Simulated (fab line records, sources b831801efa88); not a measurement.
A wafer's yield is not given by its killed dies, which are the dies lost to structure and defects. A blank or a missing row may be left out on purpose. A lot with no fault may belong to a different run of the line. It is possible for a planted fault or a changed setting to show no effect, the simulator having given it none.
The tool behind it: which one?    flow sky130    Sampling: 8 lots, 24 wafers, 4 of 708 route steps

WHAT THE GAUGES SHOWED, per wafer
SKY_POLY_GATE_OVL_MEAS_14. Usual: for POLY_GATE_OVL the level is 1 nm and the standard deviation is 5.
lot   measured      on          POLY_GATE_OVL (nm)  flag
L929  day 17 08:08  overlay-02  9 2 10              
L930  day 17 13:26  overlay-01  6 -4 -3             
L931  day 17 22:35  overlay-01  3 2 -2              
L932  day 18 13:08  overlay-02  3 -3 2              
L934  day 18 21:35  overlay-02  4 7 8               
L935  day 19 06:29  overlay-01  9 4 0               
L936  day 20 02:57  overlay-02  -7 0 -7             
L937  day 20 04:29  overlay-01  1 4 1               

SKY_LDD_LDN_TW_MEAS_13. Usual: for LDD_LDN_TW the level is 1487 and the standard deviation is 19.
lot   measured      on             LDD_LDN_TW      flag
L929  day 24 00:44  film_metro-03  1487 1469 1467  
L930  day 24 05:36  film_metro-02  1499 1502 1501  
L931  day 24 13:05  film_metro-02  1495 1499 1503  
L932  day 25 06:09  film_metro-04  1486 1491 1472  
L934  day 25 13:05  film_metro-02  1418 1413 1417  OFF
L935  day 25 21:48  film_metro-04  1393 1394 1382  OFF
L936  day 26 18:37  film_metro-04  1388 1392 1383  OFF
L937  day 26 19:19  film_metro-02  1409 1407 1408  OFF

TOOL THAT RAN EACH LOT (tool first, then ch and the chambers of the sampled wafers, then the start)
lot   SKY_LDD_HVP_STRIP_09                  SKY_LDD_LDN_IMPLANT_08
L929  plasma_asher-01 ch 0,1, day 22 17:27  implanter-03 ch 0, day 24 00:03
L930  plasma_asher-03 ch 0,1, day 22 22:35  implanter-03 ch 0, day 24 04:56
L931  plasma_asher-02 ch 0,1, day 23 05:39  implanter-02 ch 0, day 24 12:23
L932  plasma_asher-01 ch 0,1, day 23 22:54  implanter-01 ch 0, day 25 05:27
L934  plasma_asher-03 ch 0,1, day 24 06:00  implanter-03 ch 0, day 25 12:24
L935  plasma_asher-01 ch 1, day 24 14:57    implanter-01 ch 0, day 25 21:07
L936  plasma_asher-01 ch 0,1, day 25 10:56  implanter-02 ch 0, day 26 17:57
L937  plasma_asher-03 ch 0,1, day 25 12:09  implanter-01 ch 0, day 26 18:37
- SKY_LDD_HVP_STRIP_09: strips in O2/N2.
- SKY_LDD_LDN_IMPLANT_08

WHAT THE TOOLS THEMSELVES READ (means of the sampled wafers that have a number; where no wafer has one, the mark that the record gives instead)
SKY_LDD_HVP_STRIP_09. Usual: drypump_motor_current_A 5.67 A, standard deviation 0.25; oes_product_au 0.408 a.u., standard deviation 0.0043; strip_time_to_endpoint_s 4.138 s, standard deviation 0.017.
lot   tool             drypump_motor_current_A (A)  oes_product_au (a.u.)  strip_time_to_endpoint_s (s)  flag
L929  plasma_asher-01  5.62                         0.409                  4.154                         
L930  plasma_asher-03  5.60                         0.411                  4.148                         
L931  plasma_asher-02  5.90                         0.406                  4.124                         
L932  plasma_asher-01  5.62                         0.408                  4.136                         
L934  plasma_asher-03  5.62                         0.409                  4.129                         
L935  plasma_asher-01  5.78                         0.412                  4.154                         
L936  plasma_asher-01  5.62                         0.406                  4.141                         
L937  plasma_asher-03  5.63                         0.406                  4.168                         

SKY_LDD_LDN_IMPLANT_08. Usual: rotation_deg 23.003 degrees, standard deviation 0.018.
lot   tool          rotation_deg (degrees)  flag
L929  implanter-03  22.984                  
L930  implanter-03  23.022                  
L931  implanter-02  23.016                  
L932  implanter-01  22.996                  
L934  implanter-03  23.005                  
L935  implanter-01  22.995                  
L936  implanter-02  22.992                  
L937  implanter-01  23.014                  

THE ANSWER, worked out from the rows above alone
Rule: lot off if the mean of its wafers having a number is beyond 3 standard deviations from the usual mean. A lot without any number at a reading at which 4 lots or more have one is off too. All remaining lots with rows at the step are treated as sound. After the gauges, taken in route order, come the tools' own readings; for these a lot's mean is taken, as printed above. At the first step where some lot is off, the reading lying furthest off is the one used; lots without a number count as furthest.
Off: L934, L935, L936, L937, at SKY_LDD_LDN_TW_MEAS_13 (LDD_LDN_TW).
If a tool, at a process step before that reading, ran all the lots that are off and no sound lot after the first of them, it fits. Those tools and the gauges at SKY_LDD_LDN_TW_MEAS_13 are tried in the same way. Not one of the candidates tried fits.

WHAT HAD BEEN PUT IN BY THE SIMULATOR
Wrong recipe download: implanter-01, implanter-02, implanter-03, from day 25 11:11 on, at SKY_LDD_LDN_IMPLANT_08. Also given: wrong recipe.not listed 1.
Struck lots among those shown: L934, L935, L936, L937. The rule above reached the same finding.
